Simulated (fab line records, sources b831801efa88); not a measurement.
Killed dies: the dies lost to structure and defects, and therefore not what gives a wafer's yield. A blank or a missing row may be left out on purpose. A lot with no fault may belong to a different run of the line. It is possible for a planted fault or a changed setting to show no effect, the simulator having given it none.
Which of the tools did it? -- flow sky130 -- 37 wafers from 13 lots sampled at 3 of the route's 708 steps

== WHAT EACH GAUGE READ, for each wafer ==
SKY_SONOS_TUNNEL_OVL_MEAS_08. Usual: SONOS_TUNNEL_OVL gives 0.4 nm (standard deviation 1.5).
lot,measured,on,SONOS_TUNNEL_OVL (nm),flag
L727,day 12 12:49,overlay-02,2.4 -1.5 -1.5,
L728,day 12 17:19,overlay-01,1.3 1.4 -0.2,
L732,day 13 08:56,overlay-01,-0.5 2.1 -1.1,
L736,day 13 12:36,overlay-01,-1.6 -0.7 -0.8,
L737,day 13 12:49,overlay-01,0.4 -0.2,
L738,day 13 14:05,overlay-01,0.5 -0.7 0.6,
L739,day 13 14:52,overlay-01,-2.5 -0.8 0.1,
L740,day 13 16:13,overlay-02,1.0 -2.0,
L746,day 20 09:13,overlay-02,1.6 2.1 1.5,
L745,day 20 10:10,overlay-01,1.3 0.2 0.9,
L747,day 20 10:52,overlay-02,0.6 1.6 0.8,
L748,day 20 14:14,overlay-01,-0.7 2.0 -1.0,
L749,day 20 17:56,overlay-01,0.9 0.5 -0.4,

SKY_GATE_OXIDE_TW_MEAS_14. Usual: GATE_OXIDE_TW gives 223 (standard deviation 3).
lot,measured,on,GATE_OXIDE_TW,flag
L727,day 15 01:41,filmMetro-02,228 227 229,
L728,day 15 06:41,filmMetro-01,220 220 220,
L732,day 16 05:20,filmMetro-03,222 222 222,
L736,day 16 06:17,filmMetro-02,227 227 227,
L737,day 16 06:35,filmMetro-01,221 221,
L738,day 16 10:25,filmMetro-01,221 222 220,
L739,day 16 10:14,filmMetro-03,220 222 222,
L740,day 16 10:33,filmMetro-03,221 223,
L746,day 23 05:38,filmMetro-01,221 222 221,
L745,day 23 07:25,filmMetro-02,228 227 228,
L747,day 23 08:58,filmMetro-01,220 221 222,
L748,day 23 13:23,filmMetro-02,228 228 228,
L749,day 23 17:54,filmMetro-01,221 222 221,

SKY_RES_PROTECT_TW_MEAS_08. Usual: POLY_GATE_TW gives 3992 (standard deviation 31).
lot,measured,on,POLY_GATE_TW,flag
L727,day 16 09:22,filmMetro-03,3978 3984 3949,
L728,day 16 14:04,filmMetro-01,3995 3962 3961,
L732,day 17 14:04,filmMetro-01,3969 3970 3972,
L736,day 17 16:53,filmMetro-01,3968 3977 3977,
L737,day 17 17:31,filmMetro-04,3998 4010,
L738,day 17 20:39,filmMetro-04,4027 4019 4042,
L739,day 17 20:21,filmMetro-01,3971 3955 3982,
L740,day 17 20:50,filmMetro-04,4012 4005,
L746,day 24 15:11,filmMetro-03,3968 3982 3962,
L745,day 24 17:20,filmMetro-04,4008 4031 4012,
L747,day 24 18:14,filmMetro-03,3931 3938 3948,
L748,day 24 22:45,filmMetro-01,3964 3966 3947,
L749,day 25 02:58,filmMetro-04,4028 4049 4033,

== TOOL THAT RAN EACH LOT (tool first, then ch and the chambers of the sampled wafers, then the start) ==
The record holds no process step before these readings.

== WHAT THE TOOLS THEMSELVES READ (means of the sampled wafers that have a number; where no wafer has one, the mark that the record gives instead) ==
The record holds no such reading with a usual standard deviation.

== THE ANSWER, worked out from the rows above alone ==
Rule: take the mean of a lot's wafers that have a number; if it is more than 3 standard deviations from the usual mean, the lot is off. A lot without any number at a reading at which 4 lots or more have one is off too. The other lots that the step has rows for count as sound. The gauges are gone through in route order, then the tools' own readings, and for those a lot's mean is taken as printed above. At the first step where some lot is off, the reading lying furthest off is the one used; lots without a number count as furthest.
No lot is off at any reading shown: from this, nothing can be told.

== WHAT THE SIMULATOR PUT IN ==
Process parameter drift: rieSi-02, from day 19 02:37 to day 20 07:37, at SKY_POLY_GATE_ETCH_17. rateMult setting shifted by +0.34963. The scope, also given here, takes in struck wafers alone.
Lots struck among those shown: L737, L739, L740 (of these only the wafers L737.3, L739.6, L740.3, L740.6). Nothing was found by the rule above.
